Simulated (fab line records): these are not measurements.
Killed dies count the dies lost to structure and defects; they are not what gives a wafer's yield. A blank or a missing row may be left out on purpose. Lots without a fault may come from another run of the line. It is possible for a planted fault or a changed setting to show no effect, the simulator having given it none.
fab line records    flow sky130
[record] lots = 12  wafers = 36  last_day = 50
route steps=708 shown NWELL@81 VT_ADJUST_HVTR@135 POLY_GATE@230 LDD_P@266 PAD_OPEN@708
lots that met no fault: from a run of the same line without faults
start_h: hours from the record's opening day to when the first of the lot's shown wafers began    wait_h: hours elapsed since this lot's preceding step    " same as the row above    L1.1+2: a row that stands for several wafers    - no value, or no start given    * or withheld: withheld    < > ~ a bound
route shown NAME@n: a module of which the file shows steps, and the number in the route of the first    usual: the fault-free wafers' mean and standard deviation    same: alike in all rows    chamber/n: place in a boat    sites: each site's reading    _std_site: standard deviation of those values    _edge_site: the outer-site mean with the inner-site mean subtracted    radius_mm: for every site, how far away it sits from the centre of the wafer    mask NAME#n: copy n    behind: the tool/chamber that last shaped the wafer    hold: why the lot was held/for how many hours/how that ended    device: transistor that didn't switch, given as n, p or np    end of line: tests run on the same wafers once the route is complete    a step without rows: its recipe alone    killed: dies that structure and defects cost at the first sort, which is not the same as the wafer's yield    map: shows each die of a wafer: x if killed, . if not, _ if none is there
set.NAME: the setting the step ran with; set.NAME@STEP: the setting that earlier step ran with    model.NAME: the simulator's own value behind a step, which no gauge read
steps of the route over a sample of lots; a table a step, a row a wafer
services: from which hour (start_h, from the record's first day; less than 0 if before it) a tool's chamber was out of use, for how many hours, and why
[[steps]]
[step SKY_NWELL_RTA_28]
[recipe] temp_c = 1050  time_s = 30  idle_temp_c = 650  ramp_up_c_per_s = 150  ramp_down_c_per_s = 90  ambient = N2
[usual] anneal_temp_c_max = 1056.3/1.2  lamp_power_pct = 25.31/0.054  ramp_up_c_per_s = 150.00/0.029  wafer_temp_C_max = 1054.6/0.96
lot.wafer  tool           chamber  start_h  wait_h  anneal_temp_c_max  lamp_power_pct  ramp_up_c_per_s  wafer_temp_C_max
L636.2     rtp_anneal-02  0        117.39   0.0     1056.1             25.31           150.00           1054.0
L636.3     "              0        "        "       1056.7             25.20           150.00           1055.5
L636.4     "              0        "        "       1057.8             25.31           149.97           1054.8
L637.3     rtp_anneal-02  0        120.64   0.0     1056.6             25.22           149.99           1056.7
L637.4     "              0        "        "       1057.4             25.42           149.97           1054.6
L637.6     "              0        "        "       1055.7             25.42           150.00           1054.3
L639.1     rtp_anneal-02  0        126.57   0.0     1056.3             25.20           149.99           1053.9
L639.2     "              0        "        "       1057.0             25.34           149.99           1054.4
L639.3     "              0        "        "       1054.8             25.30           150.01           1053.9
L638.2     rtp_anneal-02  0        127.15   0.0     1057.4             25.36           149.95           1054.8
L638.5     "              0        "        "       1056.2             25.34           150.03           1053.5
L638.6     "              0        "        "       1057.7             25.28           150.00           1054.2
L640.1     rtp_anneal-01  0        136.84   0.0     1058.8             25.29           149.98           1053.1
L640.4     "              0        "        "       1055.0             25.28           150.00           1056.2
L640.5     "              0        "        "       1056.2             25.30           149.96           1054.1
L645.1     rtp_anneal-02  0        165.14   0.0     1055.6             25.31           150.03           1056.0
L645.2     "              0        "        "       1056.8             25.23           149.99           1053.9
L645.6     "              0        "        "       1056.0             25.27           150.04           1055.0
L646.2     rtp_anneal-02  0        171.95   0.0     1057.7             25.30           149.99           1055.6
L646.3     "              0        "        "       1057.8             25.38           149.98           1053.4
L646.4     "              0        "        "       1056.9             25.32           150.00           1056.6
L647.2     rtp_anneal-02  0        180.33   0.0     1054.8             25.33           149.96           1054.7
L647.3     "              0        "        "       1056.8             25.34           150.03           1054.1
L647.5     "              0        "        "       1056.2             25.30           150.02           1054.3
L650.1     rtp_anneal-01  0        197.18   0.0     1054.5             25.28           150.04           1055.3
L650.3     "              0        "        "       1055.2             25.26           149.97           1054.0
L650.4     "              0        "        "       1055.6             25.37           149.97           1052.8
L651.1     rtp_anneal-02  0        204.59   0.0     1056.2             25.28           150.08           1053.4
L651.5     "              0        "        "       1055.1             25.28           150.04           1053.7
L651.6     "              0        "        "       1057.1             25.33           150.03           1055.7
L654.1     rtp_anneal-01  0        219.31   0.0     1056.4             25.35           150.04           1055.2
L654.2     "              0        "        "       1055.3             25.38           149.98           1053.6
L654.6     "              0        "        "       1055.4             25.39           149.99           1056.1
L656.2     rtp_anneal-02  0        229.90   0.0     1058.5             25.31           150.03           1054.6
L656.4     "              0        "        "       1057.1             25.38           150.01           1053.7
L656.5     "              0        "        "       1057.9             25.29           150.01           1053.9
[step SKY_VT_ADJUST_HVTR_EXPOSE_04]
[recipe] mask_id = HVTRM  target_cd_nm = 380  na = 0.6  source_shape = conventional  sigma_outer = 0.6  dose_mj = 150
[same] na = 0.6
lot.wafer   tool              chamber  start_h  wait_h  mask
L636.2+3+4  iline_stepper-01  0        213.74   -       HVTRM#0
L637.3+4+6  iline_stepper-01  0        215.35   -       HVTRM#0
L639.1+2+3  iline_stepper-02  0        223.71   -       HVTRM#0
L638.2+5+6  iline_stepper-01  0        224.55   -       HVTRM#0
L640.1+4+5  iline_stepper-01  0        235.76   -       HVTRM#0
L645.1+2+6  iline_stepper-02  0        269.58   -       HVTRM#0
L646.2+3+4  iline_stepper-02  0        276.80   -       HVTRM#0
L647.2+3+5  iline_stepper-02  0        287.23   -       HVTRM#0
L650.1+3+4  iline_stepper-01  0        307.56   -       HVTRM#0
L651.1+5+6  iline_stepper-01  0        315.03   -       HVTRM#0
L654.1+2+6  iline_stepper-01  0        332.80   -       HVTRM#0
L656.2+4+5  iline_stepper-01  0        344.75   -       HVTRM#0
[step SKY_VT_ADJUST_HVTR_OVL_MEAS_08]
[usual] VT_ADJUST_HVTR_OVL = -0.3/1.5
lot.wafer  tool        chamber  start_h  wait_h  hold                      VT_ADJUST_HVTR_OVL[nm]
L636.2     overlay-02  -        225.18   0.1     -                         -1.8
L636.3     "           -        "        "       -                         1.0
L636.4     "           -        "        "       -                         -0.6
L637.3     overlay-01  -        226.57   0.1     -                         -0.2
L637.4     "           -        "        "       -                         -0.5
L637.6     "           -        "        "       -                         2.2
L639.1     overlay-02  -        235.51   0.1     -                         -2.7
L639.2     "           -        "        "       -                         -2.0
L639.3     "           -        "        "       -                         -2.7
L638.2     overlay-01  -        236.41   0.1     -                         0.1
L638.5     "           -        "        "       -                         -0.5
L638.6     "           -        "        "       -                         -0.5
L640.1     overlay-02  -        247.75   0.1     -                         1.0
L640.4     "           -        "        "       -                         1.0
L640.5     "           -        "        "       -                         -0.7
L645.1     overlay-02  -        281.73   0.1     await_dispo/0.2h/release  -156.3
L645.2     "           -        "        "       await_dispo/0.2h/release  -154.8
L645.6     "           -        "        "       await_dispo/0.2h/release  -154.5
L645.1     overlay-02  -        281.93   0.2     -                         -157.6
L645.2     "           -        "        "       -                         -156.2
L645.6     "           -        "        "       -                         -155.7
L646.2     overlay-02  -        289.06   0.1     await_dispo/0.2h/release  -157.1
L646.3     "           -        "        "       await_dispo/0.2h/release  -156.4
L646.4     "           -        "        "       await_dispo/0.2h/release  -157.9
L646.2     overlay-02  -        289.26   0.2     -                         -158.1
L646.3     "           -        "        "       -                         -158.2
L646.4     "           -        "        "       -                         -159.2
L647.2     overlay-02  -        299.85   0.1     await_dispo/0.2h/release  -159.1
L647.3     "           -        "        "       await_dispo/0.2h/release  -157.5
L647.5     "           -        "        "       await_dispo/0.2h/release  -158.0
L647.2     overlay-02  -        300.05   0.2     -                         -161.3
L647.3     "           -        "        "       -                         -158.7
L647.5     "           -        "        "       -                         -159.2
L650.1     overlay-02  -        320.43   0.1     -                         -1.6
L650.3     "           -        "        "       -                         -1.4
L650.4     "           -        "        "       -                         -2.0
L651.1     overlay-01  -        327.70   0.1     -                         -0.8
L651.5     "           -        "        "       -                         0.1
L651.6     "           -        "        "       -                         1.5
L654.1     overlay-01  -        346.63   0.1     -                         1.5
L654.2     "           -        "        "       -                         3.0
L654.6     "           -        "        "       -                         0.0
L656.2     overlay-02  -        357.81   0.1     -                         -0.8
L656.4     "           -        "        "       -                         -0.7
L656.5     "           -        "        "       -                         0.0
[step SKY_POLY_GATE_ETCH_16]
[recipe] stop_on = poly-Si  chemistry = CH3F/O2  target = Si3N4  source_w = 400  bias_w = 80  pressure_mtorr = 25  ch3f_flow_sccm = 40  O2_flow_sccm = 30  time_s = 147.5  target_depth_a = 750
[usual] drypump_motor_current_A = 5.7/0.3  oes_product_au = 0.638/0.0046  throttle_valve_pct = 10.534/0.009
lot.wafer  tool         chamber  start_h  wait_h  drypump_motor_current_A  oes_product_au  rf_hours_counter_h  throttle_valve_pct
L636.2     rie_diel-01  0        397.87   0.0     5.9                      0.639           5                   10.531
L636.3     "            1        "        "       6.0                      0.639           5                   10.517
L636.4     "            2        "        "       6.2                      0.639           6                   10.544
L637.3     rie_diel-01  3        403.02   0.0     5.3                      0.639           42                  10.521
L637.4     "            0        "        "       5.9                      0.637           5                   10.519
L637.6     "            3        "        "       5.3                      0.645           -                   10.521
L639.1     rie_diel-01  1        411.53   0.0     6.1                      0.644           5                   10.532
L639.2     "            2        "        "       6.2                      0.648           6                   10.535
L639.3     "            3        "        "       5.3                      0.640           43                  10.534
L638.2     rie_diel-04  2        417.02   0.0     5.5                      0.640           1                   10.536
L638.5     "            3        "        "       5.5                      0.636           -                   10.541
L638.6     "            0        "        "       5.5                      0.638           -                   10.531
L640.1     rie_diel-02  1        426.62   0.0     5.4                      0.641           10                  10.524
L640.4     "            0        "        "       5.9                      0.640           40                  10.533
L640.5     "            3        "        "       5.5                      0.630           -                   10.543
L650.1     rie_diel-04  2        521.79   0.0     5.4                      0.644           3                   10.529
L650.3     "            0        "        "       5.5                      0.635           6                   10.511
L650.4     "            0        "        "       5.5                      0.639           -                   10.534
L651.1     rie_diel-02  2        527.02   0.0     5.6                      0.638           44                  10.534
L651.5     "            0        "        "       5.9                      0.641           -                   10.547
L651.6     "            3        "        "       5.5                      0.646           -                   10.537
L654.1     rie_diel-04  3        548.37   0.0     5.5                      0.640           1                   10.532
L654.2     "            1        "        "       5.9                      0.639           13                  10.535
L654.6     "            3        "        "       5.5                      0.647           -                   10.514
L656.2     rie_diel-04  3        558.17   0.0     5.5                      0.640           1                   10.550
L656.4     "            1        "        "       5.9                      0.634           13                  10.543
L656.5     "            0        "        "       5.4                      0.643           -                   10.534
[step SKY_LDD_P_TW_MEAS_11]
[usual] LDD_P_TW = 632/8.1
lot.wafer  tool           chamber  start_h  wait_h  LDD_P_TW
L636.2     film_metro-03  -        465.15   0.1     628
L636.3     "              -        "        "       632
L636.4     "              -        "        "       630
L637.3     film_metro-01  -        470.50   0.1     624
L637.4     "              -        "        "       624
L637.6     "              -        "        "       623
L639.1     film_metro-01  -        480.59   0.1     628
L639.2     "              -        "        "       631
L639.3     "              -        "        "       627
L638.2     film_metro-01  -        485.19   0.1     630
L638.5     "              -        "        "       627
L638.6     "              -        "        "       630
L640.1     film_metro-04  -        494.84   0.1     645
L640.4     "              -        "        "       650
L640.5     "              -        "        "       648
L650.1     film_metro-01  -        586.68   0.1     623
L650.3     "              -        "        "       624
L650.4     "              -        "        "       627
L651.1     film_metro-04  -        590.23   0.1     645
L651.5     "              -        "        "       648
L651.6     "              -        "        "       643
L654.1     film_metro-01  -        610.86   0.1     628
L654.2     "              -        "        "       632
L654.6     "              -        "        "       630
L656.2     film_metro-01  -        620.07   0.1     628
L656.4     "              -        "        "       626
L656.5     "              -        "        "       631
[step SKY_PAD_OPEN_PROBE_99]
[usual] defect_limited_yield = 82.1/2  killed_at_M0_to_M3 = 43/6.4  killed_at_M4_up = 3.2/1.8  killed_at_contacts = 25/5.5  killed_at_front_end = 16/5.2  killed_at_other = 0.3/0.49  killed_dies = 88/10  killed_on_rim = 17/3.9  killed_open = 48/7  killed_short = 40/7.1  sort_bin_3_pad_short = 0.9/0.42  sort_bin_5_function = 10.5/1.6  sort_bin_6_memory = 6.5/1.2  sort_n_pass = 404/10  sort_yield_pct = 82.1/2
[same] gross_dies = 492  killed_at_back_side = 0  sort_bin_4_leakage[%] = 0  sort_bin_8_speed[%] = 0
lot.wafer  tool       chamber  start_h  wait_h  defect_limited_yield[%]  killed_at_M0_to_M3  killed_at_M4_up  killed_at_contacts  killed_at_front_end  killed_at_other  killed_dies  killed_on_rim  killed_open  killed_short  sort_bin_3_pad_short[%]  sort_bin_5_function[%]  sort_bin_6_memory[%]  sort_n_pass  sort_yield_pct[%]
L636.2     prober-01  -        1102.08  0.1     84.1                     51                  2                17                  8                    0                78           20             39           39            0.6                      10.2                    5.1                   414          84.1
L636.3     prober-01  -        1102.13  0.2     81.1                     35                  8                34                  15                   1                93           20             58           35            1.2                      10.8                    6.9                   399          81.1
L636.4     prober-01  -        1102.18  0.2     81.5                     49                  3                32                  7                    0                91           13             47           44            1.0                      10.4                    7.1                   401          81.5
L637.3     prober-02  -        1104.30  0.2     82.7                     53                  3                16                  13                   0                85           20             54           31            0.2                      11.8                    5.3                   407          82.7
L637.4     prober-02  -        1104.35  0.2     83.1                     43                  2                27                  11                   0                83           18             40           43            1.0                      10.6                    5.3                   409          83.1
L637.6     prober-02  -        1104.45  0.2     84.3                     32                  5                18                  22                   0                77           13             45           32            0.8                      8.9                     5.9                   415          84.3
L639.1     prober-01  -        1112.39  0.1     81.9                     46                  3                25                  15                   0                89           8              49           40            1.2                      9.3                     7.5                   403          81.9
L639.2     prober-01  -        1112.44  0.1     83.7                     48                  3                20                  9                    0                80           16             45           35            0.4                      9.6                     6.3                   412          83.7
L639.3     prober-01  -        1112.49  0.2     82.9                     33                  8                26                  16                   1                84           15             41           43            1.0                      10.0                    6.1                   408          82.9
L638.2     prober-02  -        1115.60  0.1     83.1                     44                  2                28                  9                    0                83           16             53           30            1.0                      10.4                    5.5                   409          83.1
L638.5     prober-02  -        1115.75  0.2     84.1                     50                  1                16                  11                   0                78           17             37           41            0.4                      10.6                    4.9                   414          84.1
L638.6     prober-02  -        1115.80  0.2     81.1                     53                  3                24                  13                   0                93           19             51           42            0.4                      11.2                    7.3                   399          81.1
L640.1     prober-01  -        1119.40  0.1     83.7                     33                  4                28                  14                   1                80           23             42           38            0.6                      10.2                    5.5                   412          83.7
L640.4     prober-01  -        1119.55  0.2     83.9                     40                  2                22                  15                   0                79           11             40           39            0.4                      10.4                    5.3                   413          83.9
L640.5     prober-01  -        1119.60  0.2     80.5                     44                  2                31                  19                   0                96           20             53           43            0.2                      11.6                    7.7                   396          80.5
L650.1     prober-02  -        1178.85  0.1     83.3                     39                  7                17                  19                   0                82           18             41           41            0.4                      11.4                    4.9                   410          83.3
L650.3     prober-02  -        1178.95  0.2     81.1                     42                  1                26                  24                   0                93           20             48           45            1.0                      10.8                    7.1                   399          81.1
L650.4     prober-02  -        1179.00  0.2     84.3                     34                  5                27                  11                   0                77           14             48           29            1.2                      8.9                     5.5                   415          84.3
L651.1     prober-01  -        1181.83  0.1     82.9                     41                  1                24                  18                   0                84           19             49           35            1.0                      11.0                    5.1                   408          82.9
L651.5     prober-01  -        1182.03  0.2     81.9                     47                  5                21                  16                   0                89           13             45           44            1.0                      9.8                     7.3                   403          81.9
L651.6     prober-01  -        1182.08  0.2     81.3                     45                  4                28                  15                   0                92           10             50           42            0.4                      11.8                    6.5                   400          81.3
L654.1     prober-02  -        1195.62  0.1     80.7                     38                  2                28                  27                   0                95           24             56           39            0.8                      11.2                    7.3                   397          80.7
L654.2     prober-02  -        1195.67  0.1     79.5                     57                  1                26                  17                   0                101          22             51           50            1.0                      10.6                    8.9                   391          79.5
L654.6     prober-02  -        1195.87  0.2     84.8                     29                  2                32                  12                   0                75           18             41           34            0.6                      7.9                     6.7                   417          84.8
L656.2     prober-02  -        1199.21  0.1     81.3                     54                  0                19                  19                   0                92           25             53           39            0.8                      10.8                    7.1                   400          81.3
L656.4     prober-02  -        1199.31  0.2     83.3                     40                  6                23                  13                   0                82           14             40           42            1.4                      10.8                    4.5                   410          83.3
L656.5     prober-02  -        1199.36  0.2     82.5                     50                  4                20                  11                   1                86           16             42           44            0.6                      11.0                    5.9                   406          82.5
// killed by level:class
L636.2 VIA1:geometric_particle:open=9 METAL2:geometric_particle:short=9 CONTACT:geometric_particle:open=8 VIA1:geometric_particle:short=7 LI_CONTACT:geometric_particle:open=5 METAL1:geometric_particle:short=5 VIA3:geometric_particle:short=5 VIA3:geometric_particle:open=5
L636.3 CONTACT:geometric_particle:open=14 VIA1:geometric_particle:open=12 POLY_GATE:geometric_particle:open=6 LI_CONTACT:geometric_particle:open=6 CONTACT:geometric_particle:short=5 LOCAL_INTERCONNECT:geometric_particle:short=4 VIA3:geometric_particle:short=4 VIA1:geometric_particle:short=4
L636.4 VIA1:geometric_particle:open=10 CONTACT:geometric_particle:short=9 CONTACT:geometric_particle:open=9 VIA3:geometric_particle:open=9 METAL1:geometric_particle:short=7 LI_CONTACT:geometric_particle:open=6 VIA3:geometric_particle:short=4 LOCAL_INTERCONNECT:geometric_particle:short=4
L637.3 VIA1:geometric_particle:open=15 VIA2:geometric_particle:open=9 VIA3:geometric_particle:open=7 LI_CONTACT:geometric_particle:open=5 POLY_GATE:geometric_particle:open=4 CONTACT:geometric_particle:open=4 METAL3:geometric_particle:short=4 POLY_GATE:geometric_particle:short=3
L637.4 VIA1:geometric_particle:open=10 VIA1:geometric_particle:short=9 LOCAL_INTERCONNECT:geometric_particle:short=9 LI_CONTACT:geometric_particle:open=8 CONTACT:geometric_particle:open=7 METAL1:geometric_particle:short=6 VIA3:geometric_particle:short=6 VIA2:geometric_particle:open=4
L637.6 VIA1:geometric_particle:open=15 LOCAL_INTERCONNECT:geometric_particle:short=8 POLY_GATE:geometric_particle:short=6 FIELD_ISO:geometric_particle:open=5 VIA3:geometric_particle:open=5 POLY_GATE:geometric_particle:open=4 LI_CONTACT:geometric_particle:open=4 CONTACT:geometric_particle:open=4
L639.1 VIA1:geometric_particle:open=14 VIA2:geometric_particle:open=8 CONTACT:geometric_particle:open=7 VIA1:geometric_particle:short=7 LI_CONTACT:geometric_particle:short=6 VIA3:geometric_particle:open=6 METAL1:geometric_particle:short=5 LI_CONTACT:geometric_particle:open=5
L639.2 VIA1:geometric_particle:open=12 LI_CONTACT:geometric_particle:open=7 VIA1:geometric_particle:short=7 VIA2:geometric_particle:open=6 CONTACT:geometric_particle:open=5 METAL1:geometric_particle:short=5 VIA3:geometric_particle:open=5 METAL3:geometric_particle:short=4
L639.3 VIA3:geometric_particle:open=10 CONTACT:geometric_particle:open=8 LI_CONTACT:geometric_particle:open=7 METAL4:geometric_particle:short=7 FIELD_ISO:geometric_particle:short=6 LOCAL_INTERCONNECT:geometric_particle:short=5 VIA1:geometric_particle:open=4 FIELD_ISO:geometric_particle:open=3
L638.2 VIA1:geometric_particle:open=11 CONTACT:geometric_particle:open=10 LI_CONTACT:geometric_particle:open=9 VIA2:geometric_particle:open=7 VIA3:geometric_particle:open=7 METAL1:geometric_particle:short=5 VIA1:geometric_particle:short=5 LOCAL_INTERCONNECT:geometric_particle:short=3
L638.5 VIA2:geometric_particle:open=11 CONTACT:geometric_particle:open=8 METAL1:geometric_particle:short=7 VIA1:geometric_particle:open=6 METAL2:geometric_particle:short=5 VIA3:geometric_particle:short=5 FIELD_ISO:geometric_particle:short=4 METAL3:geometric_particle:short=4
L638.6 VIA3:geometric_particle:open=12 VIA2:geometric_particle:open=9 CONTACT:geometric_particle:open=8 METAL2:geometric_particle:short=8 VIA1:geometric_particle:open=7 VIA1:geometric_particle:short=7 CONTACT:geometric_particle:short=6 FIELD_ISO:geometric_particle:open=4
L640.1 CONTACT:geometric_particle:open=11 VIA1:geometric_particle:open=9 POLY_GATE:geometric_particle:short=6 VIA3:geometric_particle:open=6 LI_CONTACT:geometric_particle:open=5 METAL2:geometric_particle:short=5 LI_CONTACT:geometric_particle:short=4 CONTACT:geometric_particle:short=4
L640.4 VIA1:geometric_particle:open=11 CONTACT:geometric_particle:open=11 METAL1:geometric_particle:short=6 POLY_GATE:geometric_particle:short=5 VIA2:geometric_particle:open=5 METAL2:geometric_particle:short=5 LOCAL_INTERCONNECT:geometric_particle:short=4 CONTACT:geometric_particle:short=4
L640.5 VIA1:geometric_particle:open=10 LI_CONTACT:geometric_particle:open=9 CONTACT:geometric_particle:open=8 METAL1:geometric_particle:short=7 FIELD_ISO:geometric_particle:open=6 VIA1:geometric_particle:short=6 VIA3:geometric_particle:open=6 LI_CONTACT:geometric_particle:short=4
L650.1 VIA1:geometric_particle:open=10 METAL2:geometric_particle:short=6 CONTACT:geometric_particle:short=5 VIA3:geometric_particle:open=5 METAL4:geometric_particle:short=5 FIELD_ISO:geometric_particle:open=4 FIELD_ISO:geometric_particle:short=4 POLY_GATE:geometric_particle:open=4
L650.3 VIA1:geometric_particle:open=10 LI_CONTACT:geometric_particle:open=7 LOCAL_INTERCONNECT:geometric_particle:short=7 FIELD_ISO:geometric_particle:open=6 CONTACT:geometric_particle:open=6 METAL3:geometric_particle:short=6 FIELD_ISO:geometric_particle:short=5 VIA1:geometric_particle:short=5
L650.4 CONTACT:geometric_particle:open=8 VIA3:geometric_particle:open=7 LI_CONTACT:geometric_particle:open=7 VIA1:geometric_particle:open=7 LOCAL_INTERCONNECT:geometric_particle:short=6 METAL1:geometric_particle:short=4 VIA2:geometric_particle:open=4 FIELD_ISO:geometric_particle:open=3
L651.1 CONTACT:geometric_particle:open=13 VIA1:geometric_particle:open=13 VIA1:geometric_particle:short=6 METAL2:geometric_particle:short=5 POLY_GATE:geometric_particle:open=5 CONTACT:geometric_particle:short=5 VIA3:geometric_particle:open=5 POLY_GATE:geometric_particle:short=4
L651.5 METAL2:geometric_particle:short=9 LI_CONTACT:geometric_particle:open=8 VIA1:geometric_particle:open=8 VIA3:geometric_particle:open=6 CONTACT:geometric_particle:open=5 METAL1:geometric_particle:short=5 VIA2:geometric_particle:open=5 CONTACT:geometric_particle:short=4
L651.6 VIA1:geometric_particle:open=11 CONTACT:geometric_particle:open=8 METAL1:geometric_particle:short=6 VIA3:geometric_particle:open=6 CONTACT:geometric_particle:short=5 METAL2:geometric_particle:short=5 VIA2:geometric_particle:open=5 POLY_GATE:geometric_particle:short=4
L654.1 VIA1:geometric_particle:open=15 CONTACT:geometric_particle:short=10 FIELD_ISO:geometric_particle:open=7 POLY_GATE:geometric_particle:open=7 CONTACT:geometric_particle:open=7 VIA2:geometric_particle:open=7 LI_CONTACT:geometric_particle:open=6 FIELD_ISO:geometric_particle:short=5
L654.2 VIA1:geometric_particle:open=13 VIA3:geometric_particle:open=10 METAL2:geometric_particle:short=10 VIA2:geometric_particle:open=9 LI_CONTACT:geometric_particle:short=6 CONTACT:geometric_particle:open=6 LI_CONTACT:geometric_particle:open=5 CONTACT:geometric_particle:short=5
L654.6 CONTACT:geometric_particle:open=15 VIA1:geometric_particle:open=7 LI_CONTACT:geometric_particle:open=6 CONTACT:geometric_particle:short=6 METAL3:geometric_particle:short=6 FIELD_ISO:geometric_particle:short=3 METAL2:geometric_particle:short=3 VIA2:geometric_particle:open=3
L656.2 VIA1:geometric_particle:open=14 CONTACT:geometric_particle:open=13 VIA2:geometric_particle:open=9 VIA1:geometric_particle:short=7 METAL1:geometric_particle:short=6 FIELD_ISO:geometric_particle:open=5 METAL2:geometric_particle:short=5 VIA2:geometric_particle:short=5
L656.4 VIA1:geometric_particle:open=7 LI_CONTACT:geometric_particle:open=6 CONTACT:geometric_particle:open=6 VIA3:geometric_particle:open=6 METAL4:geometric_particle:short=5 VIA1:geometric_particle:short=5 METAL2:geometric_particle:short=5 VIA2:geometric_particle:open=5
L656.5 METAL1:geometric_particle:short=10 LI_CONTACT:geometric_particle:open=7 VIA3:geometric_particle:open=7 VIA2:geometric_particle:open=7 CONTACT:geometric_particle:short=6 METAL2:geometric_particle:short=6 CONTACT:geometric_particle:open=5 VIA1:geometric_particle:short=4
[[services]]
tool              chamber  start_h  hours  kind
iline_stepper-01  -        102.40   4.3    pm
rie_diel-01       -        110.01   0.5    repair
iline_stepper-02  -        113.26   1.7    pm
rtp_anneal-02     -        130.30   4.6    pm
iline_stepper-01  -        234.00   1.7    pm
rie_diel-01       2        268.89   6.4    repair
iline_stepper-02  -        272.63   2.4    repair
rie_diel-01       -        276.20   15.6   pm
iline_stepper-02  -        285.45   1.1    repair
iline_stepper-02  -        290.52   8.7    repair
rie_diel-04       2        291.23   15.1   repair
iline_stepper-02  -        331.44   1.7    pm
rie_diel-04       0        343.00   20.9   repair
rie_diel-04       -        369.49   14.6   pm
iline_stepper-02  -        388.38   2.1    pm
rie_diel-04       1        388.70   18.9   repair
iline_stepper-01  -        452.16   1.7    pm
rie_diel-04       3        454.75   10.3   repair
rie_diel-04       -        474.57   2.8    pm
iline_stepper-01  -        527.19   2.6    repair
iline_stepper-02  -        529.07   2.2    repair
iline_stepper-01  -        531.27   4.4    pm
iline_stepper-01  -        532.44   4.5    repair
iline_stepper-02  -        549.62   1.7    pm
[[key]]
[first_sign] step = SKY_VT_ADJUST_HVTR_OVL_MEAS_08  reading = visit  direction = added
[effect] step = SKY_VT_ADJUST_HVTR_OVL_MEAS_08  reading = VT_ADJUST_HVTR_OVL  direction = down  sigmas = 99+  usual = -0.3  struck = -156.9
met_at SKY_VT_ADJUST_HVTR_EXPOSE_04
struck_lots L645,L646,L647
scrapped_behind SKY_VT_ADJUST_HVTR_OVL_MEAS_08 L645.1,L645.2,L645.6,L646.2,L646.3,L646.4,L647.2,L647.3,L647.5
not_acting_at SKY_NWELL_RTA_28,SKY_POLY_GATE_ETCH_16,SKY_LDD_P_TW_MEAS_11
onset_between 223.71 269.58
[fault] kind = scanner_matching_overlay  tool = iline_stepper-02  chamber = -  onset_h = 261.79  steps = SKY_VT_ADJUST_HVTR_EXPOSE_04  offset = -156.29
